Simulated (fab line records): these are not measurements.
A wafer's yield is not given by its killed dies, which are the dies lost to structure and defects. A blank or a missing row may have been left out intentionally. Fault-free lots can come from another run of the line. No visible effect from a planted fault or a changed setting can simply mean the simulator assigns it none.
Which tool is to blame? | flow gf180mcu | Sampling: 14 lots, 41 wafers, 4 of 602 route steps

== WHAT THE GAUGES SHOWED, per wafer ==
GF_LVPWELL_TW_MEAS_11. Usual: LVPWELL_TW typically reads 556, with standard deviation 3.7.
lot  | measured    | on            | LVPWELL_TW  | flag
L424 | day 3 21:04 | film_metro-03 | 561 561 563 |
L425 | day 4 03:29 | film_metro-03 | 556 556 558 |
L426 | day 4 09:56 | film_metro-03 | 558 560 557 |
L427 | day 4 13:31 | film_metro-03 | 554 558 556 |
L428 | day 4 20:07 | film_metro-03 | 557 555 557 |
L430 | day 5 06:17 | film_metro-03 | 558 560 559 |
L436 | day 6 16:18 | film_metro-03 | 558 559     |
L437 | day 6 21:58 | film_metro-04 | 556 556 556 |
L438 | day 7 05:50 | film_metro-04 | 550 552 550 |
L439 | day 7 10:32 | film_metro-04 | 550 551 554 |
L440 | day 7 15:41 | film_metro-04 | 552 553 551 |
L445 | day 8 20:53 | film_metro-04 | 553 551 552 |
L446 | day 9 01:32 | film_metro-01 | 561 562 562 |
L447 | day 9 06:28 | film_metro-04 | 551 551 554 |

GF_VT_IMPLANT_TW_MEAS_10. Usual: VT_IMPLANT_TW typically reads 563, with standard deviation 6.
lot  | measured     | on            | VT_IMPLANT_TW | flag
L424 | day 5 15:55  | film_metro-04 | 561 554 556   |
L425 | day 5 22:44  | film_metro-04 | 558 560 555   |
L426 | day 6 04:46  | film_metro-03 | 562 563 564   |
L427 | day 6 09:11  | film_metro-04 | 560 560 559   |
L428 | day 6 17:19  | film_metro-02 | 568 572 570   |
L430 | day 7 06:46  | film_metro-03 | 566 563 566   |
L436 | day 8 17:44  | film_metro-04 | 556 555       |
L437 | day 8 23:28  | film_metro-04 | 556 555 557   |
L438 | day 9 08:44  | film_metro-04 | 554 555 559   |
L439 | day 9 13:26  | film_metro-02 | 567 564 567   |
L440 | day 9 17:49  | film_metro-02 | 570 572 568   |
L445 | day 11 03:10 | film_metro-02 | 570 570 570   |
L446 | day 11 07:49 | film_metro-02 | 568 569 571   |
L447 | day 11 12:58 | film_metro-02 | 572 571 569   |

GF_VT_IMPLANT_TW_MEAS_32. Usual: VT_IMPLANT_3_TW typically reads 268.5, with standard deviation 2.5.
lot  | measured     | on            | VT_IMPLANT_3_TW   | flag
L424 | day 6 22:46  | film_metro-02 | 268.6 268.7 272.4 |
L425 | day 7 05:23  | film_metro-04 | 264.0 263.7 265.8 |
L426 | day 7 11:28  | film_metro-02 | 270.3 270.4 269.6 |
L427 | day 7 16:14  | film_metro-03 | 267.4 268.1 269.3 |
L428 | day 8 01:32  | film_metro-02 | 271.1 271.6 272.7 |
L430 | day 8 14:07  | film_metro-03 | 270.0 270.0 269.6 |
L436 | day 10 04:20 | film_metro-02 | 270.7 269.8       |
L437 | day 10 10:32 | film_metro-04 | 264.6 265.1 264.2 |
L438 | day 10 20:07 | film_metro-02 | 270.0 271.4 270.5 |
L439 | day 11 01:57 | film_metro-02 | 271.2 271.1 273.3 |
L440 | day 11 06:35 | film_metro-04 | 265.6 265.8 265.6 |
L445 | day 12 17:28 | film_metro-02 | 272.6 270.9 272.0 |
L446 | day 12 22:28 | film_metro-03 | 268.3 267.7 266.7 |
L447 | day 13 03:13 | film_metro-02 | 270.3 271.3 270.6 |

== WHICH TOOL RAN EACH LOT (tool, then ch and the chambers of the sampled wafers, then the start) ==
lot  | GF_STI_CMP_25
L424 | cmp-01 ch 0,2,3, day 2 03:37
L425 | cmp-01 ch 1,2, day 2 09:22
L426 | cmp-01 ch 0,2,3, day 2 14:28
L427 | cmp-02 ch 1,2, day 2 19:22
L428 | cmp-01 ch 0,1,3, day 3 00:47
L430 | cmp-02 ch 0,1,2, day 3 10:07
L436 | cmp-02 ch 0, day 4 17:12
L437 | cmp-02 ch 1,2,3, day 4 22:05
L438 | cmp-02 ch 0,1, day 5 04:20
L439 | cmp-01 ch 0,1,2, day 5 10:59
L440 | cmp-01 ch 0,1,2, day 5 14:42
L445 | cmp-01 ch 1,2,3, day 6 17:10
L446 | cmp-01 ch 0,1,2, day 6 21:13
L447 | cmp-01 ch 0,2,3, day 7 01:56
- GF_STI_CMP_25: polishes, stops on Si3N4, t overpolish 33 s, target thk 524.6 nm.

== WHAT THE TOOLS THEMSELVES READ (means of the sampled wafers that have a number; where no wafer has one, the mark that the record gives instead) ==
GF_STI_CMP_25. Usual: motor_current_A 12.0 A, standard deviation 1.5; overpolish_run_s 33.000 s, standard deviation 0.0098; time_to_endpoint_s 119 s, standard deviation 3.8.
lot  | tool   | motor_current_A (A) | overpolish_run_s (s) | time_to_endpoint_s (s) | flag
L424 | cmp-01 | 10.8                | 32.992               | 117                    |
L425 | cmp-01 | 11.9                | 33.010               | 122                    |
L426 | cmp-01 | 11.0                | 33.001               | 122                    |
L427 | cmp-02 | 11.9                | 33.005               | 123                    |
L428 | cmp-01 | 11.2                | 33.012               | 118                    |
L430 | cmp-02 | 11.7                | 32.999               | 121                    |
L436 | cmp-02 | 12.4                | 33.005               | 238                    | OFF
L437 | cmp-02 | 13.0                | 33.003               | 155                    | OFF
L438 | cmp-02 | 11.6                | 32.998               | 163                    | OFF
L439 | cmp-01 | 11.3                | 33.007               | 115                    |
L440 | cmp-01 | 11.7                | 32.996               | 116                    |
L445 | cmp-01 | 11.4                | 33.007               | 119                    |
L446 | cmp-01 | 11.8                | 33.005               | 118                    |
L447 | cmp-01 | 10.8                | 32.999               | 119                    |

== THE ANSWER, worked out from the rows above alone ==
Rule: lot off if the mean of its wafers having a number is beyond 3 standard deviations from the usual mean. A lot without any number at a reading at which 4 lots or more have one is off too. All remaining lots with rows at the step are treated as sound. First the gauges in route order, then the tools' own readings, where a lot's mean is used as printed above. At the first step where some lot is off, the reading lying furthest off is the one used; lots without a number count as furthest.
Off, at GF_STI_CMP_25 on time_to_endpoint_s: L436, L437, L438.
A tool fits if, at that step or a process step before it, it ran every lot that is off, and no sound lot after the first of them. One fits: cmp-02 at GF_STI_CMP_25. Its last sound lot is L430 (day 3 10:07), its first lot that is off L436 (day 4 17:12): a fault that began between those two fits.
The tool's own readings at GF_STI_CMP_25 bear it out: on the lots that are off they differ by more than 5 times the standard deviation of the sound lots' means. time_to_endpoint_s reads 185 s there against 119 s on the sound lots.

== WHAT HAD BEEN PUT IN BY THE SIMULATOR ==
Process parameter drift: cmp-02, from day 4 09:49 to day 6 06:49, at GF_STI_CMP_25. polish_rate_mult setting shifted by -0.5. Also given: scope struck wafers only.
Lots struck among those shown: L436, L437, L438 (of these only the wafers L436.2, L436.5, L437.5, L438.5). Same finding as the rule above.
